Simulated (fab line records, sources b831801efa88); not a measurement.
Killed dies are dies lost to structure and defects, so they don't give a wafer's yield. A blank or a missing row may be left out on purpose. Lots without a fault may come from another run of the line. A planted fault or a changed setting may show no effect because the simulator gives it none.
Which tool did it? | flow sky130 | 13 lots, 39 wafers sampled, at 5 steps of a route of 708

WHAT THE GAUGES READ, wafer by wafer
SKY_NWELL_OVL_MEAS_23. Usual: NWELL_01_OVL 0.9 nm, standard deviation 1.5.
lot  | measured     | on         | NWELL_01_OVL (nm) | flag
L626 | day 5 14:43  | overlay-02 | 1.0 1.3 0.8       |
L627 | day 5 15:04  | overlay-01 | -1.5 -1.4 -2.6    |
L629 | day 6 01:08  | overlay-01 | - - -             | OFF
L638 | day 8 08:56  | overlay-02 | 1.0 0.3 0.5       |
L639 | day 8 15:19  | overlay-02 | 4.1 4.8 2.1       |
L641 | day 9 00:10  | overlay-01 | 1.4 2.8 2.9       |
L642 | day 9 07:47  | overlay-01 | 2.7 1.4 2.0       |
L643 | day 9 14:26  | overlay-02 | 0.4 0.7 1.0       |
L644 | day 10 00:28 | overlay-02 | 2.9 3.3 2.9       |
L646 | day 10 09:37 | overlay-01 | -1.0 -0.1 0.6     |
L647 | day 10 14:04 | overlay-01 | -0.6 -0.3 -1.0    |
L648 | day 10 22:08 | overlay-01 | -0.4 -0.7 0.9     |
L649 | day 11 04:55 | overlay-02 | 2.1 2.9 2.5       |

SKY_NWELL_TW_MEAS_26. Usual: NWELL_2_TW 489, standard deviation 3.
lot  | measured     | on            | NWELL_2_TW  | flag
L626 | day 5 15:00  | film_metro-03 | 490 488 491 |
L627 | day 5 15:21  | film_metro-03 | 491 489 490 |
L629 | day 6 01:26  | film_metro-04 | 30 30 30    | OFF
L638 | day 8 09:13  | film_metro-03 | 488 485 488 |
L639 | day 8 15:37  | film_metro-03 | 486 486 488 |
L641 | day 9 00:28  | film_metro-04 | 490 491 490 |
L642 | day 9 08:04  | film_metro-03 | 487 487 488 |
L643 | day 9 14:44  | film_metro-04 | 488 490 491 |
L644 | day 10 00:45 | film_metro-04 | 489 491 494 |
L646 | day 10 09:55 | film_metro-03 | 487 487 488 |
L647 | day 10 14:22 | film_metro-02 | 493 492 489 |
L648 | day 10 22:25 | film_metro-03 | 486 486 485 |
L649 | day 11 05:13 | film_metro-03 | 488 491 485 |

WHICH TOOL RAN EACH LOT (tool, then ch and the chambers of the sampled wafers, then the start)
lot  | SKY_FIELD_ISO_ETCH_14             | SKY_DNWELL_STRIP_08                 | SKY_NWELL_EXPOSE_20
L626 | rie_diel-02 ch 1,2,3, day 2 07:32 | plasma_asher-04 ch 0,1, day 3 09:53 | iline_stepper-02 ch 0, day 5 06:04
L627 | rie_diel-01 ch 0,2,3, day 2 10:23 | plasma_asher-03 ch 0,1, day 3 11:56 | iline_stepper-01 ch 0, day 5 06:54
L629 | rie_diel-04 ch 0,1,2, day 2 20:10 | plasma_asher-02 ch 0,1, day 3 20:25 | iline_stepper-02 ch 0, day 5 15:35
L638 | rie_diel-04 ch 0,1,3, day 4 18:56 | plasma_asher-02 ch 0,1, day 5 20:25 | iline_stepper-02 ch 0, day 7 22:52
L639 | rie_diel-01 ch 1,3, day 5 00:53   | plasma_asher-03 ch 0,1, day 6 02:16 | iline_stepper-02 ch 0, day 8 04:32
L641 | rie_diel-02 ch 1,2,3, day 5 10:23 | plasma_asher-04 ch 0, day 6 11:16   | iline_stepper-02 ch 0, day 8 13:39
L642 | rie_diel-04 ch 0,1,3, day 5 15:59 | plasma_asher-02 ch 0,1, day 6 17:37 | iline_stepper-02 ch 0, day 8 21:23
L643 | rie_diel-02 ch 1,2,3, day 5 22:17 | plasma_asher-04 ch 0,1, day 6 23:56 | iline_stepper-01 ch 0, day 9 03:38
L644 | rie_diel-02 ch 0,1,3, day 6 05:05 | plasma_asher-03 ch 0,1, day 7 09:22 | iline_stepper-01 ch 0, day 9 13:43
L646 | rie_diel-01 ch 0,2,3, day 6 14:02 | plasma_asher-02 ch 0,1, day 7 16:40 | iline_stepper-01 ch 0, day 9 23:05
L647 | rie_diel-01 ch 0,2, day 6 19:02   | plasma_asher-04 ch 0,1, day 7 22:28 | iline_stepper-02 ch 0, day 10 03:26
L648 | rie_diel-02 ch 0,1,3, day 6 22:02 | plasma_asher-02 ch 0,1, day 8 04:07 | iline_stepper-02 ch 0, day 10 11:05
L649 | rie_diel-02 ch 1,2, day 7 05:41   | plasma_asher-02 ch 0,1, day 8 11:34 | iline_stepper-01 ch 0, day 10 18:42
- SKY_FIELD_ISO_ETCH_14: etches BARC in N2/H2, stops on SiO2, time 48.11 s, target depth 60 nm.
- SKY_DNWELL_STRIP_08: strips in O2/N2.
- SKY_NWELL_EXPOSE_20: exposes mask NWM COMPLEMENT, target cd 840 nm.

WHAT THE TOOLS THEMSELVES READ (means of the sampled wafers that have a number; where no wafer has one, the mark that the record gives instead)
SKY_FIELD_ISO_ETCH_14. Usual: drypump_motor_current_A 5.6 A, standard deviation 0.45; oes_product_au 0.843 a.u., standard deviation 0.0047; throttle_valve_pct 13.224 %, standard deviation 0.0095.
lot  | tool        | drypump_motor_current_A (A) | oes_product_au (a.u.) | throttle_valve_pct (%) | flag
L626 | rie_diel-02 | 6.1                         | 0.841                 | 13.216                 |
L627 | rie_diel-01 | 5.3                         | 0.845                 | 13.229                 |
L629 | rie_diel-04 | 5.9                         | 0.843                 | 13.223                 |
L638 | rie_diel-04 | 5.7                         | 0.843                 | 13.226                 |
L639 | rie_diel-01 | 5.6                         | 0.844                 | 13.230                 |
L641 | rie_diel-02 | 6.1                         | 0.847                 | 13.218                 |
L642 | rie_diel-04 | 5.7                         | 0.843                 | 13.224                 |
L643 | rie_diel-02 | 6.1                         | 0.843                 | 13.225                 |
L644 | rie_diel-02 | 5.6                         | 0.844                 | 13.224                 |
L646 | rie_diel-01 | 5.3                         | 0.844                 | 13.224                 |
L647 | rie_diel-01 | 5.2                         | 0.843                 | 13.229                 |
L648 | rie_diel-02 | 5.6                         | 0.846                 | 13.226                 |
L649 | rie_diel-02 | 6.2                         | 0.841                 | 13.224                 |

SKY_DNWELL_STRIP_08. Usual: drypump_motor_current_A 5.9 A, standard deviation 0.41; oes_product_au 0.723 a.u., standard deviation 0.0044; strip_time_to_endpoint_s 36.88 s, standard deviation 0.1.
lot  | tool            | drypump_motor_current_A (A) | oes_product_au (a.u.) | strip_time_to_endpoint_s (s) | flag
L626 | plasma_asher-04 | 5.4                         | 0.719                 | 36.75                        |
L627 | plasma_asher-03 | 6.4                         | 0.726                 | 37.03                        |
L629 | plasma_asher-02 | 6.1                         | 0.721                 | 36.85                        |
L638 | plasma_asher-02 | 6.1                         | 0.721                 | 36.85                        |
L639 | plasma_asher-03 | 6.5                         | 0.725                 | 36.91                        |
L641 | plasma_asher-04 | 5.5                         | 0.727                 | 36.81                        |
L642 | plasma_asher-02 | 6.1                         | 0.719                 | 36.80                        |
L643 | plasma_asher-04 | 5.5                         | 0.716                 | 36.88                        |
L644 | plasma_asher-03 | 6.4                         | 0.725                 | 36.93                        |
L646 | plasma_asher-02 | 6.0                         | 0.720                 | 36.87                        |
L647 | plasma_asher-04 | 5.5                         | 0.720                 | 36.81                        |
L648 | plasma_asher-02 | 6.0                         | 0.726                 | 36.83                        |
L649 | plasma_asher-02 | 6.1                         | 0.722                 | 36.92                        |

SKY_NWELL_EXPOSE_20. Usual: focus_offset_nm 0.0 nm, standard deviation 0.52.
lot  | tool             | focus_offset_nm (nm) | flag
L626 | iline_stepper-02 | 0.6                  |
L627 | iline_stepper-01 | 0.1                  |
L629 | iline_stepper-02 | 0.0                  |
L638 | iline_stepper-02 | 0.5                  |
L639 | iline_stepper-02 | -0.5                 |
L641 | iline_stepper-02 | 0.2                  |
L642 | iline_stepper-02 | 0.4                  |
L643 | iline_stepper-01 | 0.1                  |
L644 | iline_stepper-01 | 0.1                  |
L646 | iline_stepper-01 | 0.5                  |
L647 | iline_stepper-02 | 0.2                  |
L648 | iline_stepper-02 | -0.4                 |
L649 | iline_stepper-01 | -0.9                 |

THE ANSWER, worked out from the rows above alone
Rule: a lot is off if the mean of its wafers that have a number lies more than 3 standard deviations from the usual mean. A lot without any number at a reading at which 4 lots or more have one is off too. The other lots that the step has rows for count as sound. The gauges are gone through in route order, then the tools' own readings, and for those a lot's mean is taken as printed above. The first step at which some lot is off is used, and at that step the reading that is off furthest; a lot without a number counts as furthest.
Off: L629, at SKY_NWELL_OVL_MEAS_23 (NWELL_01_OVL). Without a number there: L629.
A tool fits if, at a process step before that reading, it ran every lot that is off, and no sound lot after the first of them. The gauges at SKY_NWELL_OVL_MEAS_23 aren't tried: what is off there is off at SKY_NWELL_TW_MEAS_26 too, on other tools, and a gauge's error can't cause that. None of those tried fits.

WHAT THE SIMULATOR HAD PUT IN
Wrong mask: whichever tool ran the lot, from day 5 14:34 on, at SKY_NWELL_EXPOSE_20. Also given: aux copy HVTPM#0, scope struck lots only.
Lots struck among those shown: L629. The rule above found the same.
